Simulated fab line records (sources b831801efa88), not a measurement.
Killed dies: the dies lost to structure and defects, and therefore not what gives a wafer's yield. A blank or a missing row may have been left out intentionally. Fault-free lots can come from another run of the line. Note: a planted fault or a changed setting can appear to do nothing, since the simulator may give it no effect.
2 desks looking at one fault | flow sky130 | what lay behind the numbers comes last; until then each desk has only its own

## AT THE METROLOGY DESK
Means of the sampled wafers that have a number, per lot and without regard to the tool the lot ran on: this is what the gauges read. A lot is out of limits, marked OUT, if its mean lies more than 4 standard deviations from the usual mean; the brackets give that distance.
Columns: A = VT_ADJUST_NCORE_TW at SKY_VT_ADJUST_NCORE_TW_MEAS_11, usual 220.2; B = POLY_GATE_CVD_00_THK at SKY_POLY_GATE_THK_MEAS_01, usual 179.2 nm; C = VIA1_HDPCVD_THK at SKY_VIA1_THK_MEAS_01, usual 1030 nm
lot  | first seen here | A     | B     | C
L234 | day 8 09:08     | 220.5 | 179.6 | 1023
L235 | day 8 21:26     | 221.4 | 180.9 | 1019
L239 | day 10 03:35    | 221.2 | 178.7 | 1014
L240 | day 10 09:56    | 222.3 | 177.3 | 1027
L241 | day 10 12:32    | 219.2 | 181.2 | 1028
L245 | day 11 18:57    | 219.8 | 179.3 | 1045
L248 | day 12 21:00    | 219.6 | 176.8 | 1074 (+4.4) OUT
L249 | day 13 02:23    | 220.9 | 179.3 | 1037
L250 | day 13 08:37    | 218.5 | 179.5 | 1042
L251 | day 13 17:10    | 219.9 | 179.7 | 1050
L257 | day 15 07:15    | 217.3 | 177.4 | 1043
This desk's finding: out of limits on L248; first on L248, day 37 21:01 (VIA1_HDPCVD_THK at SKY_VIA1_THK_MEAS_01). Within limits: L234, L235, L239, L240, L241, L245, L249, L250, L251, L257.

## DESK OF THE TOOL OWNER: hdpcvd-02
The tool's own readings at SKY_VIA1_HDPCVD_00 (deposits SiO2, target thk 1030 nm, time 171.7 s): means of the sampled wafers that have a number, for each lot that ran on this tool. A lot is out of limits, marked OUT, if its mean lies more than 4 standard deviations from the usual mean; the brackets give that distance.
Columns: A = runLengthS at SKY_VIA1_HDPCVD_00, usual 199.7 s
lot  | first seen here | A
L240 | day 35 04:16    | 199.2
L241 | day 35 06:28    | 199.5
L245 | day 36 05:04    | 199.6
L248 | day 37 20:54    | 208.0 (+18) OUT
L251 | day 38 03:02    | 203.6 (+8.3) OUT
This desk's verdict: out of limits on L248, L251, starting with L248 at day 37 20:54 (runLengthS at SKY_VIA1_HDPCVD_00). Within limits: L240, L241, L245.

## PUT TOGETHER
The tool owner's desk had the chance to raise an alarm at day 37 20:54 on L248, L251.
On L248, the metrology desk was in a position to raise an alarm at day 37 21:01.
The metrology desk has L251 on record, within its limits.
SKY_VIA1_HDPCVD_00 was run on hdpcvd-02 by each of the lots named.

## WHAT HAD BEEN PUT IN BY THE SIMULATOR
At SKY_VIA1_HDPCVD_00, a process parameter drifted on hdpcvd-02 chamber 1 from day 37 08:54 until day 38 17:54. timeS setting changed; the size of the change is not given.
Struck lots among those shown: L248, L251.
Counting hours from when the fault started, the first reading out of limits came at 12 for the tool owner's desk and at 12 for the metrology desk.
